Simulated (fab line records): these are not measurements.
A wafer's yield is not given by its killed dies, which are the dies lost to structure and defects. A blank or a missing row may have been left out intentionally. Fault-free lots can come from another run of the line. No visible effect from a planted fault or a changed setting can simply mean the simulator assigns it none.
fab line records ; flow sky130
[record] lots = 6; wafers = 18; last-day = 50
route steps=708 shown VT_ADJUST_PCH@151 SONOS_TUNNEL@154 PAD_OPEN@708
lots that met no fault: from a run of the same line without faults
start-h: hours from the record's opening day to when the first of the lot's shown wafers began ; wait-h: time in hours since the lot's previous step ; " as in the row above ; L1.1+2: several wafers, shown together as one row ; - value missing, or start not given ; * or withheld: withheld ; < > ~ a bound
route shown NAME@n: a module of which the file shows steps, and the number in the route of the first ; usual: mean/standard deviation taken from wafers without a fault ; same: alike in all rows ; chamber/n: place in a boat ; sites: readings site by site ; _std_site: standard deviation across them ; _edge_site: the outer-site mean with the inner-site mean subtracted ; radius-mm: how far each site lies from the wafer's centre ; mask NAME#n: copy n ; behind: the tool/chamber that last shaped the wafer ; hold: the reason the lot was held/the length of the hold in hours/how it ended ; device: transistor that didn't switch, given as n, p or np ; end of line: at the end of the route, the tests of the same wafers ; where a step has no rows: the recipe by itself ; killed: dies that structure and defects cost at the first sort, which is not the same as the wafer's yield ; map: shows each die of a wafer: x if killed, . if not, _ if none is there
set.NAME: the setting that was run; set.NAME@STEP: the one run at that earlier step ; model.NAME: the simulator's own value behind a step, which no gauge read
certain route steps with their lots: each step a table, each wafer a row
services: from which hour (start-h, from the record's first day; less than 0 if before it) a tool's chamber was out of use, for how many hours, and why
[[steps]]
[step SKY_VT_ADJUST_PCH_IMPLANT_08]
[recipe] species = B; energy-kev = 10; dose-cm2 = 5e+11; tilt-deg = withheld
[step SKY_VT_ADJUST_PCH_STRIP_09]
[recipe] chemistry = O2/N2; power-w = 1400; pressure-mtorr = 1500; platen-temp-c = withheld; o2-flow-sccm = 3000; n2-flow-sccm = 300; overash-fraction = 0.5
[usual] drypump-motor-current-A = 5.6/0.36; o2-flow-sccm = 2998/8.3; oes-product-au = 0.721/0.0043; strip-time-to-endpoint-s = 36.92/0.11
lot.wafer;tool;chamber;start-h;wait-h;drypump-motor-current-A;o2-flow-sccm;oes-product-au;rf-hours-counter-h;strip-time-to-endpoint-s
L623.2;plasma-asher-01;1;232.64;0.1;5.9;3005;0.719;54;36.81
L623.5;plasma-asher-01;1;232.64;0.1;5.9;2994;0.716;-;36.86
L623.6;plasma-asher-01;0;232.64;0.1;6.2;3006;0.717;-;36.83
L631.4;plasma-asher-04;0;291.87;0.1;5.5;3006;0.719;-;36.96
L631.5;plasma-asher-04;0;291.87;0.1;5.6;3012;0.718;-;36.86
L631.6;plasma-asher-04;1;291.87;0.1;5.1;2996;0.713;-;36.94
L633.2;plasma-asher-01;0;305.84;0.1;6.2;3007;0.725;62;36.86
L633.4;plasma-asher-01;1;305.84;0.1;5.9;2984;0.720;-;36.91
L633.6;plasma-asher-01;0;305.84;0.1;6.2;3000;0.724;-;36.92
L634.1;plasma-asher-01;1;314.69;0.1;5.9;3001;0.727;64;36.90
L634.3;plasma-asher-01;0;314.69;0.1;6.2;3016;0.722;-;36.91
L634.5;plasma-asher-01;1;314.69;0.1;5.9;3006;0.719;-;36.85
L637.3;plasma-asher-04;1;337.75;0.1;5.1;3002;0.721;-;36.70
L637.4;plasma-asher-04;0;337.75;0.1;5.6;2993;0.724;-;36.83
L637.5;plasma-asher-04;0;337.75;0.1;5.6;3005;0.722;-;36.93
L644.2;plasma-asher-03;1;388.12;0.1;5.6;2994;0.724;22;36.97
L644.4;plasma-asher-03;1;388.12;0.1;5.6;2999;0.715;-;36.89
L644.5;plasma-asher-03;1;388.12;0.1;5.6;3000;0.725;-;36.77
[step SKY_VT_ADJUST_PCH_TW_MEAS_10]
[usual] VT_ADJUST_PCH_TW = 142.2/0.74
lot.wafer;tool;chamber;start-h;wait-h;VT_ADJUST_PCH_TW
L623.2;film-metro-02;-;232.75;0.1;142.0
L623.5;film-metro-02;-;232.75;0.1;142.1
L623.6;film-metro-02;-;232.75;0.1;141.9
L631.4;film-metro-03;-;291.97;0.1;141.2
L631.5;film-metro-03;-;291.97;0.1;142.0
L631.6;film-metro-03;-;291.97;0.1;142.2
L633.2;film-metro-04;-;305.95;0.1;143.2
L633.4;film-metro-04;-;305.95;0.1;143.4
L633.6;film-metro-04;-;305.95;0.1;142.4
L634.1;film-metro-03;-;314.79;0.1;142.7
L634.3;film-metro-03;-;314.79;0.1;143.1
L634.5;film-metro-03;-;314.79;0.1;143.0
L637.3;film-metro-04;-;337.84;0.1;141.6
L637.4;film-metro-04;-;337.84;0.1;141.8
L637.5;film-metro-04;-;337.84;0.1;142.0
L644.2;film-metro-04;-;388.23;0.1;143.0
L644.4;film-metro-04;-;388.23;0.1;143.1
L644.5;film-metro-04;-;388.23;0.1;144.0
[step SKY_SONOS_TUNNEL_DEHYDRATE_00]
[recipe] temp-c = 200; time-s = 60
[step SKY_SONOS_TUNNEL_HMDS_01]
[recipe] prime-time-s = 60; prime-temp-c = 120
[step SKY_SONOS_TUNNEL_COAT_02]
[recipe] resist = NOVOLAK; spin-rpm = 3000; resist-thk-nm = 1124
[step SKY_SONOS_TUNNEL_SOFTBAKE_03]
[recipe] temp-c = 90; time-s = 60; resist = NOVOLAK
[step SKY_SONOS_TUNNEL_EXPOSE_04]
[recipe] mask-id = TUNM; na = 0.6; source-shape = conventional; sigma-outer = 0.6; polarization = unpolarized; target-cd-nm = 410; dose-mj = 136
[step SKY_SONOS_TUNNEL_PEB_05]
[recipe] temp-c = withheld; time-s = *; resist = NOVOLAK
[step SKY_SONOS_TUNNEL_DEVELOP_06]
[recipe] resist = NOVOLAK; developer = TMAH; develop-time-s = 60; dev-temp-c = 23
[step SKY_SONOS_TUNNEL_CD_MEAS_07]
[recipe] target-cd-nm = 410
[usual] cd-nm = 411.0/2.3
lot.wafer;tool;chamber;start-h;wait-h;cd-nm
L623.2;cd-sem-01;-;255.21;0.1;408.4
L623.5;cd-sem-01;-;255.21;0.1;408.3
L623.6;cd-sem-01;-;255.21;0.1;408.8
L631.4;cd-sem-01;-;318.04;0.1;412.2
L631.5;cd-sem-01;-;318.04;0.1;411.8
L631.6;cd-sem-01;-;318.04;0.1;410.5
L633.2;cd-sem-02;-;330.95;0.1;407.4
L633.4;cd-sem-02;-;330.95;0.1;408.7
L633.6;cd-sem-02;-;330.95;0.1;406.9
L634.1;cd-sem-02;-;340.79;0.1;407.4
L634.3;cd-sem-02;-;340.79;0.1;409.0
L634.5;cd-sem-02;-;340.79;0.1;409.8
L637.3;cd-sem-02;-;364.69;0.2;413.0
L637.4;cd-sem-02;-;364.69;0.2;414.4
L637.5;cd-sem-02;-;364.69;0.2;415.5
L644.2;cd-sem-01;-;417.85;0.1;409.4
L644.4;cd-sem-01;-;417.85;0.1;409.3
L644.5;cd-sem-01;-;417.85;0.1;409.0
[step SKY_SONOS_TUNNEL_OVL_MEAS_08]
[usual] SONOS_TUNNEL_OVL = -0.6/1.2
lot.wafer;tool;chamber;start-h;wait-h;SONOS_TUNNEL_OVL[nm]
L623.2;overlay-02;-;255.32;0.1;-1.8
L623.5;overlay-02;-;255.32;0.1;0.3
L623.6;overlay-02;-;255.32;0.1;-1.4
L631.4;overlay-01;-;318.12;0.1;-2.7
L631.5;overlay-01;-;318.12;0.1;-3.1
L631.6;overlay-01;-;318.12;0.1;-1.3
L633.2;overlay-02;-;331.06;0.1;-2.3
L633.4;overlay-02;-;331.06;0.1;-3.1
L633.6;overlay-02;-;331.06;0.1;-0.1
L634.1;overlay-01;-;340.91;0.1;-2.5
L634.3;overlay-01;-;340.91;0.1;-0.1
L634.5;overlay-01;-;340.91;0.1;-1.3
L637.3;overlay-01;-;364.78;0.1;1.5
L637.4;overlay-01;-;364.78;0.1;0.8
L637.5;overlay-01;-;364.78;0.1;0.0
L644.2;overlay-01;-;417.96;0.1;-0.8
L644.4;overlay-01;-;417.96;0.1;-1.5
L644.5;overlay-01;-;417.96;0.1;-0.4
[step SKY_SONOS_TUNNEL_IMPLANT_09]
[recipe] species = B; energy-kev = 20; dose-cm2 = 1e+12; tilt-deg = withheld
[usual] dose-ions-cm2 = 1e+12/1.1e+09; faraday-current-uA = 5.64/0.11
[same] implant-ion-amu = 11
lot.wafer;tool;chamber;start-h;wait-h;dose-ions-cm2;faraday-current-uA
L623.2;implanter-01;0;255.37;0.0;9.989e+11;5.54
L623.5;implanter-01;0;255.37;0.0;9.992e+11;5.74
L623.6;implanter-01;0;255.37;0.0;9.98e+11;5.56
L631.4;implanter-01;0;318.21;0.1;9.986e+11;5.69
L631.5;implanter-01;0;318.21;0.1;1.0017e+12;5.65
L631.6;implanter-01;0;318.21;0.1;1.0009e+12;5.81
L633.2;implanter-01;0;331.11;0.0;1.6302e+12;9.31
L633.4;implanter-01;0;331.11;0.0;1.6293e+12;9.13
L633.6;implanter-01;0;331.11;0.0;1.6299e+12;9.30
L634.1;implanter-01;0;340.95;0.0;1.6301e+12;8.92
L634.3;implanter-01;0;340.95;0.0;1.632e+12;8.97
L634.5;implanter-01;0;340.95;0.0;1.6322e+12;9.13
L637.3;implanter-02;0;364.86;0.1;1.0015e+12;5.78
L637.4;implanter-02;0;364.86;0.1;1.0001e+12;5.51
L637.5;implanter-02;0;364.86;0.1;1.0014e+12;5.53
L644.2;implanter-02;0;418.01;0.0;1.0007e+12;5.70
L644.4;implanter-02;0;418.01;0.0;1.0014e+12;5.50
L644.5;implanter-02;0;418.01;0.0;9.971e+11;5.60
[step SKY_SONOS_TUNNEL_WET_ETCH_10]
[recipe] chemistry = dHF; target-depth-nm = 14; target = SiO2; dilution = 100:1; temp-c = 25; time-s = 280
[step SKY_SONOS_TUNNEL_STRIP_11]
[recipe] chemistry = SPM; time-s = 600; temp-c = 130
[step SKY_SONOS_TUNNEL_TW_MEAS_12]
[usual] SONOS_TUNNEL_TW = 196.9/1.2
lot.wafer;tool;chamber;start-h;wait-h;SONOS_TUNNEL_TW
L623.2;film-metro-01;-;255.77;0.0;200.3
L623.5;film-metro-01;-;255.77;0.0;199.9
L623.6;film-metro-01;-;255.77;0.0;199.0
L631.4;film-metro-01;-;318.58;0.0;198.0
L631.5;film-metro-01;-;318.58;0.0;198.1
L631.6;film-metro-01;-;318.58;0.0;197.9
L633.2;film-metro-04;-;331.52;0.0;226.4
L633.4;film-metro-04;-;331.52;0.0;224.9
L633.6;film-metro-04;-;331.52;0.0;225.4
L634.1;film-metro-04;-;341.36;0.0;225.9
L634.3;film-metro-04;-;341.36;0.0;224.8
L634.5;film-metro-04;-;341.36;0.0;225.1
L637.3;film-metro-02;-;365.24;0.0;197.0
L637.4;film-metro-02;-;365.24;0.0;196.7
L637.5;film-metro-02;-;365.24;0.0;196.9
L644.2;film-metro-01;-;418.59;0.0;195.9
L644.4;film-metro-01;-;418.59;0.0;195.4
L644.5;film-metro-01;-;418.59;0.0;195.9
[step SKY_SONOS_TUNNEL_CLEAN_13]
[recipe] chemistry = dHF; time-s = 20; dilution = 100:1; dry = ipa-marangoni
[step SKY_PAD_OPEN_PROBE_99]
[usual] killed_at_M0_to_M3 = 43/6.6; killed_at_M4_up = 2.9/1.8; killed-at-contacts = 25/5.3; killed-at-front-end = 15/4.1; killed-at-other = 0.3/0.6; killed-dies = 86/8.8; killed-on-rim = 17/3.5; killed-open = 47/6.7; killed-short = 39/6.2
[same] gross-dies = 492; killed-at-back-side = 0
lot.wafer;tool;chamber;start-h;wait-h;killed_at_M0_to_M3;killed_at_M4_up;killed-at-contacts;killed-at-front-end;killed-at-other;killed-dies;killed-on-rim;killed-open;killed-short;model.etest.tip-sonos.rs-ohm-sq;model.etest.sonos-uncharged.r-on-ohm-um;model.etest.sonos-baked.vt-v;model.etest.sonos-programmed.vt-v;model.etest.sonos-uncharged.vt-v;model.etest.sonos-erased.vt-v
L623.2;prober-01;-;1080.33;0.1;43;4;23;17;1;88;11;51;37;2760;801.7;0.9118;1.42;-0.4508;-2.302
L623.5;prober-01;-;1080.48;0.2;35;3;25;13;0;76;24;47;29;2756;825.8;0.9309;1.504;-0.4061;-2.317
L623.6;prober-01;-;1080.53;0.2;43;3;24;12;0;82;20;47;35;2725;827;0.9534;1.453;-0.4248;-2.238
L631.4;prober-01;-;1133.92;0.2;38;2;21;8;1;70;16;41;29;2576;798.6;0.9774;1.429;-0.4771;-2.212
L631.5;prober-01;-;1133.97;0.2;36;3;21;10;0;70;13;35;35;2534;801.7;0.8789;1.417;-0.432;-2.249
L631.6;prober-01;-;1134.02;0.2;48;2;14;17;0;81;20;42;39;2566;809.6;0.908;1.352;-0.4236;-2.16
L634.1;prober-01;-;1141.66;0.1;37;1;31;17;2;88;17;48;38;2820;873.9;1.135;1.658;-0.2637;-2.152
L634.3;prober-01;-;1141.76;0.2;44;1;35;21;0;101;21;62;38;2832;872.1;1.127;1.686;-0.2753;-2.142
L634.5;prober-01;-;1141.86;0.2;59;6;21;16;1;103;20;60;42;2806;863.5;1.067;1.599;-0.2721;-2.108
L637.3;prober-02;-;1163.39;0.2;42;4;23;19;0;88;15;41;47;2672;792.5;0.9917;1.494;-0.4213;-2.357
L637.4;prober-02;-;1163.44;0.2;39;4;26;11;0;80;15;42;38;2616;811.6;0.9528;1.524;-0.4325;-2.354
L637.5;prober-02;-;1163.49;0.2;41;5;26;13;0;85;19;53;31;2665;798.8;1.033;1.61;-0.4504;-2.351
L644.2;prober-01;-;1199.14;0.1;41;0;33;11;2;87;24;45;41;2693;810.1;0.9114;1.415;-0.4244;-2.277
L644.4;prober-01;-;1199.24;0.2;43;2;26;7;1;79;16;38;40;2733;798;0.8309;1.358;-0.4906;-2.331
L644.5;prober-01;-;1199.29;0.2;45;3;29;19;1;97;22;58;38;2746;801;0.9019;1.373;-0.4212;-2.256
// killed by level:class
L623.2 VIA2:geometric-particle:open=10 VIA1:geometric-particle:open=9 POLY_GATE:geometric-particle:open=8 LI_CONTACT:geometric-particle:open=8 METAL2:geometric-particle:short=8 CONTACT:geometric-particle:open=7 METAL3:geometric-particle:short=5 POLY_GATE:geometric-particle:short=3
L623.5 LI_CONTACT:geometric-particle:open=10 CONTACT:geometric-particle:open=10 VIA2:geometric-particle:open=8 VIA2:geometric-particle:short=6 FIELD_ISO:geometric-particle:open=4 METAL2:geometric-particle:short=4 METAL3:geometric-particle:short=4 FIELD_ISO:geometric-particle:short=3
L623.6 VIA1:geometric-particle:open=10 LI_CONTACT:geometric-particle:open=8 METAL1:geometric-particle:short=7 VIA2:geometric-particle:open=6 CONTACT:geometric-particle:open=6 VIA1:geometric-particle:short=5 METAL2:geometric-particle:short=5 FIELD_ISO:geometric-particle:open=4
L631.4 VIA1:geometric-particle:open=12 LI_CONTACT:geometric-particle:open=7 CONTACT:geometric-particle:open=7 VIA1:geometric-particle:short=7 VIA2:geometric-particle:open=7 POLY_GATE:geometric-particle:short=3 LOCAL_INTERCONNECT:geometric-particle:short=3 CONTACT:geometric-particle:short=3
L631.5 CONTACT:geometric-particle:open=9 CONTACT:geometric-particle:short=6 VIA1:geometric-particle:open=6 VIA2:geometric-particle:open=6 METAL1:geometric-particle:short=6 VIA3:geometric-particle:open=5 POLY_GATE:geometric-particle:short=4 METAL2:geometric-particle:short=4
L631.6 VIA1:geometric-particle:open=8 METAL2:geometric-particle:short=6 VIA2:geometric-particle:open=6 POLY_GATE:geometric-particle:short=5 POLY_GATE:geometric-particle:open=5 METAL1:geometric-particle:short=5 VIA3:geometric-particle:open=5 VIA3:geometric-particle:short=4
L634.1 VIA1:geometric-particle:open=12 CONTACT:geometric-particle:open=11 CONTACT:geometric-particle:short=8 METAL2:geometric-particle:short=7 FIELD_ISO:geometric-particle:open=5 LI_CONTACT:geometric-particle:open=5 LOCAL_INTERCONNECT:geometric-particle:short=5 METAL1:geometric-particle:short=5
L634.3 CONTACT:geometric-particle:open=16 VIA1:geometric-particle:open=12 FIELD_ISO:geometric-particle:open=11 LOCAL_INTERCONNECT:geometric-particle:short=7 VIA2:geometric-particle:open=7 LI_CONTACT:geometric-particle:open=6 VIA3:geometric-particle:open=6 METAL1:geometric-particle:short=5
L634.5 VIA1:geometric-particle:open=21 VIA3:geometric-particle:open=10 CONTACT:geometric-particle:open=9 CONTACT:geometric-particle:short=6 VIA2:geometric-particle:open=6 FIELD_ISO:geometric-particle:short=5 METAL3:geometric-particle:short=5 METAL4:geometric-particle:short=4
L637.3 VIA1:geometric-particle:open=8 CONTACT:geometric-particle:short=8 POLY_GATE:geometric-particle:short=7 VIA3:geometric-particle:open=7 LOCAL_INTERCONNECT:geometric-particle:short=5 CONTACT:geometric-particle:open=5 VIA3:geometric-particle:short=5 FIELD_ISO:geometric-particle:short=4
L637.4 CONTACT:geometric-particle:open=12 POLY_GATE:geometric-particle:open=6 CONTACT:geometric-particle:short=6 VIA2:geometric-particle:open=6 VIA1:geometric-particle:open=6 METAL2:geometric-particle:short=6 VIA3:geometric-particle:open=6 METAL1:geometric-particle:short=5
L637.5 VIA1:geometric-particle:open=11 LI_CONTACT:geometric-particle:open=10 CONTACT:geometric-particle:open=8 METAL1:geometric-particle:short=5 VIA2:geometric-particle:open=5 FIELD_ISO:geometric-particle:open=4 CONTACT:geometric-particle:short=4 METAL2:geometric-particle:short=4
L644.2 LOCAL_INTERCONNECT:geometric-particle:short=9 CONTACT:geometric-particle:open=9 VIA1:geometric-particle:open=9 VIA2:geometric-particle:open=8 METAL2:geometric-particle:short=7 LI_CONTACT:geometric-particle:open=5 CONTACT:geometric-particle:short=5 VIA1:geometric-particle:short=5
L644.4 VIA1:geometric-particle:open=10 CONTACT:geometric-particle:open=9 METAL2:geometric-particle:short=9 VIA1:geometric-particle:short=7 LI_CONTACT:geometric-particle:open=6 LOCAL_INTERCONNECT:geometric-particle:short=5 CONTACT:geometric-particle:short=5 VIA3:geometric-particle:open=4
L644.5 VIA1:geometric-particle:open=12 LI_CONTACT:geometric-particle:open=11 CONTACT:geometric-particle:open=10 VIA2:geometric-particle:open=8 POLY_GATE:geometric-particle:short=5 METAL1:geometric-particle:short=5 FIELD_ISO:geometric-particle:open=4 LOCAL_INTERCONNECT:geometric-particle:short=4
[[services]]
tool;chamber;start-h;hours;kind
plasma-asher-03;-;209.46;1.9;repair
plasma-asher-04;-;230.33;0.5;repair
plasma-asher-04;-;263.95;2.2;repair
plasma-asher-04;-;265.72;11.3;repair
plasma-asher-03;-;291.60;52.8;repair
plasma-asher-04;-;296.36;1.9;repair
plasma-asher-04;-;303.28;8.2;repair
implanter-02;-;306.82;3.0;repair
implanter-02;-;316.51;4.7;repair
implanter-01;-;319.02;2.4;repair
implanter-02;-;321.23;3.6;pm
plasma-asher-01;-;342.54;4.0;pm
implanter-02;-;377.58;1.5;repair
plasma-asher-01;-;391.11;0.7;repair
[[key]]
[first-sign] step = SKY_SONOS_TUNNEL_IMPLANT_09; reading = dose-ions-cm2; direction = up; sigmas = 99+; usual = *; struck = *
[effect] step = SKY_SONOS_TUNNEL_IMPLANT_09; reading = faraday-current-uA; direction = up; sigmas = 31; usual = 5.64; struck = 9.13
[effect] step = SKY_SONOS_TUNNEL_TW_MEAS_12; reading = SONOS_TUNNEL_TW; direction = up; sigmas = 24; usual = 196.9; struck = 225.4
[model-effect] step = SKY_PAD_OPEN_PROBE_99; value = etest.tip-sonos.rs-ohm-sq; without = 2720; struck = 2819
met-at SKY_SONOS_TUNNEL_IMPLANT_09
struck-wafers L633.2,L633.4,L633.6,L634.1,L634.3,L634.5
rows-end L633.2,L633.4,L633.6
tester-left-out L634
onset-between 318.21 331.11
[fault] kind = process-parameter-drift; tool = implanter-01; chamber = -; onset-h = 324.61; steps = SKY_SONOS_TUNNEL_IMPLANT_09; channel = dose-cm2; offset = *; shape = step; end-h = 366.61; acts-in = *; stated = *
// tester-left-out: of these lots the tester's yield and bins aren't shown, on N5 and GAA mostly nor the transistor test; their killed dies are dies lost to structure and defects alone, not to doping, threshold or leakage, so they don't give the yield
// rows-end: these wafers met a further fault down the route, and their rows from its step on are left out
